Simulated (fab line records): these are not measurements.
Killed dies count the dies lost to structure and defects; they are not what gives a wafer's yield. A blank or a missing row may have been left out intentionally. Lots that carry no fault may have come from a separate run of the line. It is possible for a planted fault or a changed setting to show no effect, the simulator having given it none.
fab line records | flow sky130
record: lots: 12 | wafers: 36 | lastDay: 50
route steps=708 shown NWELL@34 VT_ADJUST_NCORE@127 VT_ADJUST_PCH@152 GATE_OXIDE@192
lots untouched by any fault: they come from a run of this same line in which no faults occurred
startH: hours from the record's first day to the start of the lot's first wafer shown | waitH: time in hours since the lot's previous step | " unchanged from the row above | L1.1+2: a row that stands for several wafers | - either no value or no given start | * or withheld: withheld | < > ~ a bound
route shown NAME@n: NAME is a module with steps in the file, n the number in the route of the first one | usual: mean/standard deviation taken from wafers without a fault | same: alike in all rows | chamber/n: place in a boat | sites: the reading at each site | _std_site: the values' standard deviation | _edge_site: outer sites' mean less inner sites' | radiusMm: for every site, how far away it sits from the centre of the wafer | mask NAME#n: copy n | behind: the most recent tool/chamber to have shaped the wafer | hold: cause of the lot's hold/its duration in hours/its outcome | device: transistor that didn't switch, given as n, p or np | end of line: at the end of the route, the tests of the same wafers | for a step that has no rows: nothing shown but its recipe | killed: dies lost to structure and defects at the first sort, not the wafer's yield | map: dies across one wafer; x = killed, . = not, _ = none there
set.NAME: setting as actually run; set.NAME@STEP: the setting as run at that earlier step | model.NAME: the simulator's own value behind a step, which no gauge read
route steps across a sampled set of lots; one table per step, one row per wafer
services: the hour from which a tool's chamber was out of use, counted from the record's first day as startH (under 0 if before that day), plus the number of hours and why
== steps ==
step: SKY_NWELL_THK_MEAS_02
recipe: reads: SiO2_of_NWELL_OXIDATION_01
usual: NWELL_OXIDATION_THK: 9.95/0.17
lot.wafer | tool         | chamber | startH | waitH | NWELL_OXIDATION_THK[nm]
L512.2    | filmMetro-03 | -       | 38.64  | 0.0   | 9.96
L512.5    | "            | -       | "      | "     | 9.96
L512.6    | "            | -       | "      | "     | 9.88
L514.1    | filmMetro-04 | -       | 49.10  | 0.0   | 9.78
L514.3    | "            | -       | "      | "     | 9.89
L514.6    | "            | -       | "      | "     | 9.76
L518.1    | filmMetro-04 | -       | 66.48  | 0.0   | 9.97
L518.2    | "            | -       | "      | "     | 10.07
L518.5    | "            | -       | "      | "     | 10.05
L519.1    | filmMetro-01 | -       | 70.28  | 0.0   | 9.90
L519.3    | "            | -       | "      | "     | 9.80
L519.4    | "            | -       | "      | "     | 9.97
L520.1    | filmMetro-01 | -       | 74.85  | 0.0   | 10.10
L520.5    | "            | -       | "      | "     | 10.32
L520.6    | "            | -       | "      | "     | 10.28
L522.1    | filmMetro-04 | -       | 90.51  | 0.0   | 10.15
L522.4    | "            | -       | "      | "     | 10.20
L522.5    | "            | -       | "      | "     | 10.14
L524.1    | filmMetro-04 | -       | 98.81  | 0.0   | 9.75
L524.3    | "            | -       | "      | "     | 9.86
L524.4    | "            | -       | "      | "     | 9.98
L527.2    | filmMetro-04 | -       | 113.82 | 0.0   | 10.10
L527.3    | "            | -       | "      | "     | 10.18
L527.4    | "            | -       | "      | "     | 10.27
L529.4    | filmMetro-04 | -       | 125.57 | 0.0   | 9.90
L529.5    | "            | -       | "      | "     | 9.85
L529.6    | "            | -       | "      | "     | 9.88
L532.2    | filmMetro-04 | -       | 139.90 | 0.0   | 9.90
L532.3    | "            | -       | "      | "     | 10.03
L532.6    | "            | -       | "      | "     | 9.89
L533.2    | filmMetro-04 | -       | 146.14 | 0.0   | 9.87
L533.3    | "            | -       | "      | "     | 9.93
L533.6    | "            | -       | "      | "     | 9.88
L534.4    | filmMetro-01 | -       | 151.33 | 0.0   | 9.85
L534.5    | "            | -       | "      | "     | 9.99
L534.6    | "            | -       | "      | "     | 10.04
step: SKY_VT_ADJUST_NCORE_OVL_MEAS_08
usual: VT_ADJUST_NCORE_OVL: -0.3/1.4
lot.wafer | tool       | chamber | startH | waitH | VT_ADJUST_NCORE_OVL[nm]
L512.2    | overlay-02 | -       | 183.07 | 0.1   | -0.2
L512.5    | "          | -       | "      | "     | -1.1
L512.6    | "          | -       | "      | "     | 0.0
L514.1    | overlay-02 | -       | 196.73 | 0.1   | -0.3
L514.3    | "          | -       | "      | "     | -0.1
L514.6    | "          | -       | "      | "     | -0.5
L518.1    | overlay-01 | -       | 218.59 | 0.1   | 1.4
L518.2    | "          | -       | "      | "     | 0.8
L518.5    | "          | -       | "      | "     | 2.8
L519.1    | overlay-01 | -       | 227.01 | 0.1   | -2.1
L519.3    | "          | -       | "      | "     | -2.1
L519.4    | "          | -       | "      | "     | -3.4
L520.1    | overlay-01 | -       | 233.08 | 0.1   | -0.7
L520.5    | "          | -       | "      | "     | 0.0
L520.6    | "          | -       | "      | "     | 0.3
L522.1    | overlay-02 | -       | 256.26 | 0.1   | -1.3
L522.4    | "          | -       | "      | "     | -2.4
L522.5    | "          | -       | "      | "     | -3.5
L524.1    | overlay-01 | -       | 268.01 | 0.1   | 1.4
L524.3    | "          | -       | "      | "     | 2.1
L524.4    | "          | -       | "      | "     | -0.2
L527.2    | overlay-02 | -       | 287.82 | 0.1   | -1.1
L527.3    | "          | -       | "      | "     | -2.1
L527.4    | "          | -       | "      | "     | -0.6
L529.4    | overlay-01 | -       | 303.41 | 0.1   | 0.6
L529.5    | "          | -       | "      | "     | 0.0
L529.6    | "          | -       | "      | "     | -1.1
L532.2    | overlay-02 | -       | 322.47 | 0.1   | -2.0
L532.3    | "          | -       | "      | "     | 0.4
L532.6    | "          | -       | "      | "     | -0.6
L533.2    | overlay-02 | -       | 333.74 | 0.1   | -0.2
L533.3    | "          | -       | "      | "     | 0.9
L533.6    | "          | -       | "      | "     | -1.5
L534.4    | overlay-01 | -       | 338.65 | 0.1   | 2.4
L534.5    | "          | -       | "      | "     | 1.4
L534.6    | "          | -       | "      | "     | 0.0
step: SKY_VT_ADJUST_PCH_STRIP_09
recipe: chemistry: O2/N2 | powerW: 1400 | pressureMtorr: 1500 | platenTempC: withheld | o2FlowSccm: 3000 | n2FlowSccm: 300 | overashFraction: 0.5
usual: drypumpMotorCurrentA: 5.4/0.36 | oesProductAu: 0.722/0.0045 | stripTimeToEndpointS: 36.91/0.087
lot.wafer | tool           | chamber | startH | waitH | drypumpMotorCurrentA | oesProductAu | rfHoursCounterH | stripTimeToEndpointS
L512.2    | plasmaAsher-01 | 0       | 227.90 | 0.1   | 5.1                  | 0.719        | 40              | 36.97
L512.5    | "              | 0       | "      | "     | 5.1                  | 0.729        | -               | 36.93
L512.6    | "              | 1       | "      | "     | 5.2                  | 0.719        | -               | 36.86
L514.1    | plasmaAsher-01 | 0       | 242.94 | 0.1   | 5.1                  | 0.732        | 42              | 36.87
L514.3    | "              | 0       | "      | "     | 5.1                  | 0.726        | -               | 36.86
L514.6    | "              | 1       | "      | "     | 5.1                  | 0.724        | -               | 36.90
L518.1    | plasmaAsher-02 | 1       | 266.64 | 0.1   | 6.1                  | 0.724        | 59              | 37.02
L518.2    | "              | 0       | "      | "     | 5.7                  | 0.720        | 59              | 36.98
L518.5    | "              | 0       | "      | "     | 5.7                  | 0.724        | -               | 36.99
L519.1    | plasmaAsher-01 | 0       | 275.00 | 0.1   | 5.1                  | 0.730        | 45              | 36.79
L519.3    | "              | 1       | "      | "     | 5.1                  | 0.723        | -               | 36.82
L519.4    | "              | 0       | "      | "     | 5.1                  | 0.724        | -               | 36.87
L520.1    | plasmaAsher-01 | 1       | 281.44 | 0.1   | 5.2                  | 0.725        | 45              | 36.93
L520.5    | "              | 0       | "      | "     | 5.1                  | 0.724        | -               | 36.98
L520.6    | "              | 1       | "      | "     | 5.2                  | 0.715        | -               | 37.04
L522.1    | plasmaAsher-01 | 0       | 307.00 | 0.1   | 5.1                  | 0.724        | 48              | 36.84
L522.4    | "              | 0       | "      | "     | 5.1                  | 0.716        | -               | 36.88
L522.5    | "              | 1       | "      | "     | 5.1                  | 0.723        | -               | 36.77
L524.1    | plasmaAsher-04 | 0       | 317.75 | 0.1   | 5.7                  | 0.725        | 65              | 37.02
L524.3    | "              | 0       | "      | "     | 5.7                  | 0.712        | -               | 37.08
L524.4    | "              | 1       | "      | "     | 5.6                  | 0.723        | -               | 36.99
L527.2    | plasmaAsher-02 | 1       | 340.25 | 0.1   | 6.1                  | 0.720        | 65              | 36.83
L527.3    | "              | 1       | "      | "     | 6.2                  | 0.707        | -               | 36.83
L527.4    | "              | 0       | "      | "     | 5.7                  | 0.728        | -               | 36.83
L529.4    | plasmaAsher-01 | 1       | 357.44 | 0.1   | 5.1                  | 0.722        | -               | 36.87
L529.5    | "              | 1       | "      | "     | 5.2                  | 0.720        | -               | 36.98
L529.6    | "              | 0       | "      | "     | 5.1                  | 0.727        | -               | 37.03
L532.2    | plasmaAsher-02 | 1       | 376.59 | 0.1   | 6.1                  | 0.726        | 69              | 36.87
L532.3    | "              | 1       | "      | "     | 6.1                  | 0.722        | -               | 36.88
L532.6    | "              | 0       | "      | "     | 5.7                  | 0.723        | -               | 36.86
L533.2    | plasmaAsher-04 | 0       | 387.39 | 0.1   | 5.7                  | 0.731        | 73              | 36.88
L533.3    | "              | 0       | "      | "     | 5.7                  | 0.725        | -               | 36.95
L533.6    | "              | 0       | "      | "     | 5.7                  | 0.718        | -               | 36.94
L534.4    | plasmaAsher-04 | 1       | 391.72 | 0.1   | 5.6                  | 0.722        | -               | 36.74
L534.5    | "              | 1       | "      | "     | 5.6                  | 0.725        | -               | 36.83
L534.6    | "              | 0       | "      | "     | 5.7                  | 0.728        | -               | 36.85
step: SKY_GATE_OXIDE_COAT_05
recipe: resist: NOVOLAK | spinRpm: 3000 | resistThkNm: 1140
lot.wafer  | tool          | chamber | startH | waitH
L512.2+5+6 | lithoTrack-04 | 0       | 298.24 | 0.1
L514.1+3+6 | lithoTrack-01 | 0       | 313.94 | 0.1
L518.1+2+5 | lithoTrack-03 | 0       | 337.55 | 0.1
L519.1+3+4 | lithoTrack-04 | 0       | 347.86 | 0.1
L520.1+5+6 | lithoTrack-04 | 0       | 360.21 | 0.1
L522.1+4+5 | lithoTrack-04 | 0       | 380.81 | 0.1
L524.1+3+4 | lithoTrack-04 | 0       | 393.91 | 0.1
L527.2+3+4 | lithoTrack-04 | 0       | 432.24 | 0.1
L529.4+5+6 | lithoTrack-04 | 0       | 441.09 | 0.1
L532.2+3+6 | lithoTrack-03 | 0       | 456.28 | 0.1
L533.2+3+6 | lithoTrack-01 | 0       | 469.87 | 0.1
L534.4+5+6 | lithoTrack-01 | 0       | 475.32 | 0.1
step: SKY_GATE_OXIDE_STRIP_13
recipe: chemistry: O2/N2 | powerW: 1400 | pressureMtorr: 1500 | platenTempC: withheld | o2FlowSccm: 3000 | n2FlowSccm: 300 | overashFraction: 0.5
usual: drypumpMotorCurrentA: 5.6/0.34 | oesProductAu: 0.716/0.0041 | stripTimeToEndpointS: 14.17/0.042
lot.wafer | tool           | chamber | startH | waitH | drypumpMotorCurrentA | oesProductAu | rfHoursCounterH | stripTimeToEndpointS
L512.2    | plasmaAsher-01 | 1       | 311.20 | 0.0   | 5.2                  | 0.719        | 49              | 14.10
L512.5    | "              | 0       | "      | "     | 5.1                  | 0.719        | -               | 14.12
L512.6    | "              | 1       | "      | "     | 5.2                  | 0.716        | -               | 14.17
L514.1    | plasmaAsher-03 | 1       | 327.25 | 0.0   | 5.4                  | 0.722        | 20              | 14.17
L514.3    | "              | 0       | "      | "     | 5.8                  | 0.712        | -               | 14.17
L514.6    | "              | 0       | "      | "     | 5.8                  | 0.713        | -               | 14.14
L518.1    | plasmaAsher-02 | 0       | 351.11 | 0.0   | 5.7                  | 0.713        | 67              | 14.17
L518.2    | "              | 1       | "      | "     | 6.2                  | 0.721        | 67              | 14.12
L518.5    | "              | 0       | "      | "     | 5.7                  | 0.709        | -               | 14.16
L519.1    | plasmaAsher-03 | 0       | 361.69 | 0.0   | 5.8                  | 0.725        | 23              | 14.11
L519.3    | "              | 1       | "      | "     | 5.4                  | 0.716        | -               | 14.13
L519.4    | "              | 0       | "      | "     | 5.8                  | 0.721        | -               | 14.17
L520.1    | plasmaAsher-03 | 0       | 374.38 | 0.0   | 5.8                  | 0.714        | 25              | 14.15
L520.5    | "              | 1       | "      | "     | 5.4                  | 0.728        | -               | 14.08
L520.6    | "              | 0       | "      | "     | 5.8                  | 0.718        | -               | 14.11
L522.1    | plasmaAsher-01 | 1       | 393.91 | 0.0   | 5.1                  | 0.718        | 55              | 14.09
L522.4    | "              | 1       | "      | "     | 5.1                  | 0.716        | -               | 14.12
L522.5    | "              | 1       | "      | "     | 5.2                  | 0.723        | -               | 14.14
L524.1    | plasmaAsher-01 | 1       | 409.86 | 0.0   | 5.2                  | 0.719        | 56              | 14.18
L524.3    | "              | 1       | "      | "     | 5.2                  | 0.718        | -               | 14.18
L524.4    | "              | 0       | "      | "     | 5.1                  | 0.710        | -               | 14.18
L527.2    | plasmaAsher-02 | 0       | 448.83 | 0.0   | 5.7                  | 0.487        | 1               | 6.04
L527.3    | "              | 1       | "      | "     | 6.1                  | 0.491        | -               | 6.08
L527.4    | "              | 0       | "      | "     | 5.7                  | 0.489        | -               | 6.04
L529.4    | plasmaAsher-02 | 1       | 457.17 | 0.0   | 6.1                  | 0.490        | -               | 6.06
L529.5    | "              | 1       | "      | "     | 6.1                  | 0.487        | -               | 6.05
L529.6    | "              | 0       | "      | "     | 5.7                  | 0.489        | -               | 6.05
L532.2    | plasmaAsher-03 | 0       | 472.10 | 0.0   | 5.8                  | 0.712        | 37              | 14.22
L532.3    | "              | 0       | "      | "     | 5.8                  | 0.713        | -               | 14.21
L532.6    | "              | 1       | "      | "     | 5.4                  | 0.721        | -               | 14.23
L533.2    | plasmaAsher-03 | 1       | 485.74 | 0.0   | 5.4                  | 0.716        | 38              | 14.19
L533.3    | "              | 1       | "      | "     | 5.4                  | 0.715        | -               | 14.09
L533.6    | "              | 1       | "      | "     | 5.4                  | 0.711        | -               | 14.16
L534.4    | plasmaAsher-02 | 1       | 490.78 | 0.0   | 6.1                  | 0.720        | -               | 14.16
L534.5    | "              | 1       | "      | "     | 6.1                  | 0.723        | -               | 14.14
L534.6    | "              | 0       | "      | "     | 5.7                  | 0.712        | -               | 14.19
== services ==
tool           | chamber | startH | hours | kind
plasmaAsher-01 | -       | 211.20 | 2.1   | repair
plasmaAsher-04 | -       | 252.40 | 4.3   | pm
plasmaAsher-02 | -       | 307.25 | 4.2   | repair
plasmaAsher-01 | -       | 343.19 | 1.2   | repair
plasmaAsher-03 | -       | 357.38 | 2.8   | pm
plasmaAsher-01 | -       | 371.03 | 14.6  | pm
plasmaAsher-02 | -       | 377.40 | 18.8  | pm
plasmaAsher-01 | -       | 385.63 | 2.8   | pm
plasmaAsher-03 | -       | 411.14 | 1.2   | repair
plasmaAsher-02 | -       | 412.60 | 1.0   | repair
plasmaAsher-04 | -       | 416.76 | 3.5   | repair
plasmaAsher-02 | -       | 421.30 | 9.0   | pm
plasmaAsher-02 | 0       | 421.30 | 9.0   | ventCycle
plasmaAsher-02 | 1       | 421.30 | 9.0   | ventCycle
plasmaAsher-02 | 0       | 430.30 | -     | clean
plasmaAsher-02 | 1       | 430.30 | -     | clean
plasmaAsher-01 | -       | 474.35 | 0.6   | repair
== key ==
firstSign: step: SKY_GATE_OXIDE_STRIP_13 | reading: stripTimeToEndpointS | direction: down | sigmas: 99+ | usual: * | struck: *
effect: step: SKY_GATE_OXIDE_STRIP_13 | reading: oesProductAu | direction: down | sigmas: 55 | usual: 0.716 | struck: 0.489
metAt SKY_GATE_OXIDE_COAT_05
struckLots L527,L529
testerLeftOut L527,L529
notActingAt SKY_NWELL_THK_MEAS_02,SKY_VT_ADJUST_NCORE_OVL_MEAS_08,SKY_VT_ADJUST_PCH_STRIP_09
onsetBetween 393.91 432.24
fault: kind: processParameterDrift | tool: lithoTrack-04 | chamber: - | onsetH: 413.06 | steps: SKY_GATE_OXIDE_COAT_05 | channel: resistThkNm | offset: -689.29 | shape: step | endH: 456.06 | actsIn: theseRecipesOnly | stated: 1140
testerLeftOut: of these lots the tester's yield and bins aren't shown, on N5 and GAA mostly nor the transistor test; their killed dies are dies lost to structure and defects alone, not to doping, threshold or leakage, so they don't give the yield
